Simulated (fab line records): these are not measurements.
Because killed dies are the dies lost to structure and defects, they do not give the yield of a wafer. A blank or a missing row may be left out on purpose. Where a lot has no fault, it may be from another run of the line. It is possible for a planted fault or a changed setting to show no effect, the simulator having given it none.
Comparing a struck lot with a sound one	flow sky130	14 out of 708 route steps
Sound: the wafers L416.2, L416.4, L416.5. Wafers L420.2, L420.4, L420.5 were the ones struck. The cause comes at the end.
For every step that has rows: the tool of each side, followed by ch and its chambers, followed by its first start. Under that, the readings that differ: sound wafers	struck wafers	difference of the means	sigmas: that difference in standard deviations of wafers without a fault.
alike: a reading whose means differ by less than 2 such deviations, as well as words and numbers matching on both sides. not compared: withheld readings; readings where some wafer has no value; bounds like >300 that might hide an equal value; numbers whose values overlap and for which the record gives no deviation.
A row with sigmas, a row that says differs or no value, or rows on one side alone: a step with any of these is where the two part. Numbers that have no deviation but don't overlap get no sigmas and don't part them. A reading that every wafer of one side lacks parts them only if that side has two wafers or more.

SKY_CONTACT_CVD_00: deposits Si3N4, target thk 75 nm.
  sound on pecvd-03 ch 0,1,2, day 31 23:23; struck on pecvd-01 ch 0,1,2, day 33 01:20
  alike: heater-power-w
SKY_CONTACT_THK_MEAS_01:
  sound on film-metro-04, day 31 23:25; struck on film-metro-02, day 33 01:23
  alike: CONTACT_CVD_00_THK
then, 1 step without rows for these wafers: SKY_CONTACT_HDPCVD_02 (deposits SiO2, target thk 565 nm, time 94.2 s).
SKY_CONTACT_THK_MEAS_03:
  sound on film-metro-03, day 31 23:33; struck on film-metro-04, day 33 01:31
  alike: CONTACT_HDPCVD_THK
SKY_CONTACT_CMP_04: polishes SiO2.
  sound on cmp-02 ch 1,2, day 31 23:39; struck on cmp-02 ch 1,3, day 33 01:37
  alike: edge-zone-pressure-frac, head-pressure-psi, motor-current-A, time-to-endpoint-s
SKY_CONTACT_BOW_MEAS_05:
  sound on film-metro-03, day 31 23:55; struck on film-metro-04, day 33 01:53
  alike: CONTACT_BOW
then, 6 steps without rows for these wafers: SKY_CONTACT_DEHYDRATE_06 (time 60 s); SKY_CONTACT_HMDS_07 (prime time 60 s); SKY_CONTACT_COAT_08 (resist thk 60 nm); SKY_CONTACT_COAT_09 (resist thk 450 nm); SKY_CONTACT_SOFTBAKE_10 (time 90 s); SKY_CONTACT_EXPOSE_11 (exposes mask CTM1, target cd 170 nm).
SKY_CONTACT_PEB_12:
  struck on litho-track-03, day 34 04:00; sound on litho-track-04 ch 0, day 33 03:00
reading	sound	struck	difference	sigmas
exhaust-pa (Pa)	44.2 45.0 45.0	- - -	no value on the struck wafers	
  not compared: chill-plate-temp-C, resist-line-temp-C
then, 1 step without rows for these wafers: SKY_CONTACT_DEVELOP_13 (develop time 60 s).

== WHERE THEY PART ==
At SKY_CONTACT_PEB_12 and nowhere else, as far as this record goes.

WHY: what had been put in by the simulator
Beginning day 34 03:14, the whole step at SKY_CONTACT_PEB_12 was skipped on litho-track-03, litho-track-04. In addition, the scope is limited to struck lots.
